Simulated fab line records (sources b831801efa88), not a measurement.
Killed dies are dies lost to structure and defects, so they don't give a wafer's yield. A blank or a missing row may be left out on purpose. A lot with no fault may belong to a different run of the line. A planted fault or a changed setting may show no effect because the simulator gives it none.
A struck lot beside a sound one | flow sky130 | 15 steps out of a route of 708
Sound: wafers L335.3, L335.5, L335.6. The struck wafers were L331.1, L331.2, L331.3. The cause is named last.
For every step that has rows: the tool of each side, followed by ch and its chambers, followed by its first start. Under that, the readings that differ: sound wafers | struck wafers | difference of the means | sigmas: that difference in standard deviations of wafers without a fault.
alike: readings whose means differ by less than 2 such deviations, and words and numbers that are the same on both sides. not compared: withheld readings, readings that some wafer has no value for, bounds like >300 that may hide the same value, and numbers for which the record gives no deviation and whose values overlap.
Wherever a step has rows on one side only, a row that says differs or no value, or a row with sigmas, the two part there. When numbers do not overlap yet have no deviation, they are printed without sigmas and do not part them. Lack of a reading on every wafer of one side parts them only where that side has two or more wafers.

SKY_METAL5_SPUTTER_04: material TiN, target thk 70 nm, time 58.3 s.
  struck on pvdSputter-04, day 47 02:03; sound on pvdSputter-01, day 47 21:44
  alike: throttleValvePct
SKY_METAL5_RS_MEAS_05: measures by four-point-probe.
  struck on filmMetro-03, day 47 02:06; sound on filmMetro-02, day 47 21:50
  alike: METAL5_ALCU_RS
SKY_METAL5_THK_MEAS_06: measures by xrf.
  struck on filmMetro-03, day 47 02:13; sound on filmMetro-02, day 47 21:56
  alike: METAL5_ALCU_THK
then, 7 steps without rows for these wafers: SKY_METAL5_DEHYDRATE_07 (time 60 s); SKY_METAL5_HMDS_08 (prime time 60 s); SKY_METAL5_COAT_09 (resist thk 1800 nm); SKY_METAL5_SOFTBAKE_10 (time 60 s); SKY_METAL5_EXPOSE_11 (exposes mask MM5, target cd 1600 nm); SKY_METAL5_PEB_12; SKY_METAL5_DEVELOP_13 (develop time 60 s).
SKY_METAL5_DESCUM_14: chemistry O2, time 11 s.
  sound on rieMetal-01 ch 0,1, day 48 17:08; struck on rieMetal-03 ch 0,1, day 47 21:17
reading             | sound             | struck            | difference | sigmas
oesProductAu (a.u.) | 0.990 0.978 0.998 | 1.005 1.010 1.017 | +0.022     | +2
  alike: chamberPressureMTorr, drypumpMotorCurrentA, rfFwdPowerW
  not compared: rfHoursCounterH
SKY_METAL5_METAL_ETCH_15: etches the open film in Cl2/BCl3, stops on SiO2, target depth 1260 nm, time 252 s.
  sound on rieMetal-01 ch 0,1, day 48 17:14; struck on rieMetal-03 ch 0,1, day 47 21:19
  alike: biasW, chamberPressureMTorr, drypumpMotorCurrentA, oesProductAu, rfFwdPowerW, throttleValvePct
  not compared: rfHoursCounterH
SKY_METAL5_STRIP_16: strips in O2/N2.
  sound on plasmaAsher-01 ch 0,1, day 48 17:25; struck on plasmaAsher-01 ch 0,1, day 47 21:34
  no value came back on the struck wafers for chamberPressureMTorr (mTorr), drypumpMotorCurrentA (A), oesProductAu (a.u.), stripTimeToEndpointS (s); on the sound wafers chamberPressureMTorr (mTorr) reads 1500.9 1501.4 1500.9
reading                                    | sound | struck         | difference | sigmas
model.NOVOLAK_of_METAL5_COAT_09.thkNm (nm) | 0 0 0 | 1033 1045 1035 | +1038      | 
  not compared: rfHoursCounterH
then, 1 step without rows for these wafers: SKY_METAL5_STRIP_17 (strips in post etch residue remover, time 1200 s).
SKY_PAD_OPEN_PROBE_99:
  struck on prober-01, day 49 14:52; sound on prober-01, day 50 08:35
reading                           | sound             | struck               | difference | sigmas
sort_bin_3_pad_short (%)          | 2.6 0.6 1.0       | 0.4 0.2 0.8          | -0.9       | -2
model.etest.met5Comb.leakLog10AUm | -11.89 -12 -11.96 | -11.05 -11.27 -11.28 | +0.75      | 
  alike: defectLimitedYield, killed_at_M0_to_M3, killed_at_M4_up, killedAtContacts, killedAtFrontEnd, killedAtOther, killedDies, killedOpen, killedShort, sort_bin_5_function, sort_bin_6_memory, sortNPass, sortYieldPct
  not compared: model.etest.met5.lineOhmUm

== WHERE THEY PART ==
At SKY_METAL5_DESCUM_14 first; at SKY_PAD_OPEN_PROBE_99 last (within this record only).

WHY: the cause the simulator had injected
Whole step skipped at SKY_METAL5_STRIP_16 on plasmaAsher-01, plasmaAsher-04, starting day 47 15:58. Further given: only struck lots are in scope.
